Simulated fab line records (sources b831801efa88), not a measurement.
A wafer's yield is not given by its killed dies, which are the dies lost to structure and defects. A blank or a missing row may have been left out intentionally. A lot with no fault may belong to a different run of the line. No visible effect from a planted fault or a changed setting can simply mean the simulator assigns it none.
Chamber matching / flow sky130 / cmp-01 running SKY_VIA4_CMP_21: 4 sister chambers
The step polishes, stops on SiO2, t overpolish 25 s, target thk 0 nm. 16 wafers are shown with their chamber, then 8 later ones without.

== WAFERS, EACH WITH ITS CHAMBER ==
wafer=L604.2; chamber=1; motor current A (A)=12.1; time to endpoint s (s)=121; overpolish run s (s)=25.020
wafer=L604.4; chamber=3; motor current A (A)=9.3; time to endpoint s (s)=130; overpolish run s (s)=25.009
wafer=L604.6; chamber=1; motor current A (A)=12.1; time to endpoint s (s)=121; overpolish run s (s)=25.002
wafer=L611.3; chamber=0; motor current A (A)=9.3; time to endpoint s (s)=124; overpolish run s (s)=24.999
wafer=L611.4; chamber=2; motor current A (A)=12.9; time to endpoint s (s)=122; overpolish run s (s)=25.000
wafer=L611.5; chamber=0; motor current A (A)=9.7; time to endpoint s (s)=122; overpolish run s (s)=24.994
wafer=L612.1; chamber=1; motor current A (A)=12.0; time to endpoint s (s)=122; overpolish run s (s)=24.993
wafer=L612.3; chamber=3; motor current A (A)=9.4; time to endpoint s (s)=126; overpolish run s (s)=24.998
wafer=L612.4; chamber=2; motor current A (A)=12.4; time to endpoint s (s)=125; overpolish run s (s)=24.986
wafer=L614.3; chamber=3; motor current A (A)=9.2; time to endpoint s (s)=119; overpolish run s (s)=24.994
wafer=L614.5; chamber=2; motor current A (A)=12.4; time to endpoint s (s)=116; overpolish run s (s)=24.982
wafer=L614.6; chamber=3; motor current A (A)=9.5; time to endpoint s (s)=127; overpolish run s (s)=24.996
wafer=L616.1; chamber=1; motor current A (A)=11.6; time to endpoint s (s)=122; overpolish run s (s)=24.994
wafer=L616.2; chamber=2; motor current A (A)=12.4; time to endpoint s (s)=121; overpolish run s (s)=25.003
wafer=L616.5; chamber=3; motor current A (A)=9.5; time to endpoint s (s)=128; overpolish run s (s)=25.001
wafer=L617.1; chamber=0; motor current A (A)=8.9; time to endpoint s (s)=115; overpolish run s (s)=24.995

SIGNATURES, as means of the wafers listed above
reading=motor current A; chamber 0=9.300; chamber 1=11.950; chamber 2=12.525; chamber 3=9.380; scatter within a chamber=0.249
reading=time to endpoint s; chamber 0=120.33; chamber 1=121.50; chamber 2=121.00; chamber 3=126.00; scatter within a chamber=3.62
reading=overpolish run s; chamber 0=24.99600; chamber 1=25.00225; chamber 2=24.99275; chamber 3=24.99960; scatter within a chamber=0.00884
Rule: for each reading, subtract the chamber's mean from the wafer's reading, divide by that reading's scatter and square the result; add these up over the readings and take the root, which gives the wafer's distance from the chamber. If the next closest chamber is less than 2 further off than the closest, the wafer can't be placed; otherwise it belongs to the closest. The scatter is the square root of a quotient: the sum, over the shown wafers, of each reading's squared deviation from its chamber's mean, divided by wafers minus chambers.

== WAFERS WITHOUT THEIR CHAMBER ==
wafer=L617.5; motor current A (A)=9.3; time to endpoint s (s)=118; overpolish run s (s)=25.012
wafer=L617.6; motor current A (A)=11.4; time to endpoint s (s)=122; overpolish run s (s)=25.007
wafer=L621.4; motor current A (A)=12.1; time to endpoint s (s)=129; overpolish run s (s)=24.986
wafer=L621.5; motor current A (A)=9.8; time to endpoint s (s)=121; overpolish run s (s)=24.992
wafer=L621.6; motor current A (A)=11.4; time to endpoint s (s)=124; overpolish run s (s)=25.002
wafer=L623.4; motor current A (A)=12.2; time to endpoint s (s)=124; overpolish run s (s)=24.991
wafer=L623.5; motor current A (A)=9.2; time to endpoint s (s)=118; overpolish run s (s)=25.004
wafer=L623.6; motor current A (A)=9.9; time to endpoint s (s)=127; overpolish run s (s)=25.002

== THE CHAMBER EACH PASSED THROUGH ==
wafer=L617.5; from the rows above=can't be placed: 0 or 3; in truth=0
wafer=L617.6; from the rows above=1; in truth=1
wafer=L621.4; from the rows above=can't be placed: 1 or 2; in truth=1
wafer=L621.5; from the rows above=can't be placed: 0 or 3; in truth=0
wafer=L621.6; from the rows above=1; in truth=1
wafer=L623.4; from the rows above=can't be placed: 2 or 1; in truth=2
wafer=L623.5; from the rows above=can't be placed: 0 or 3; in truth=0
wafer=L623.6; from the rows above=can't be placed: 3 or 0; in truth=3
Correct placement for 2 of the 8. Unplaceable from these rows: 6, with the true chamber sitting among the candidates in 6. 0 placed wrongly.
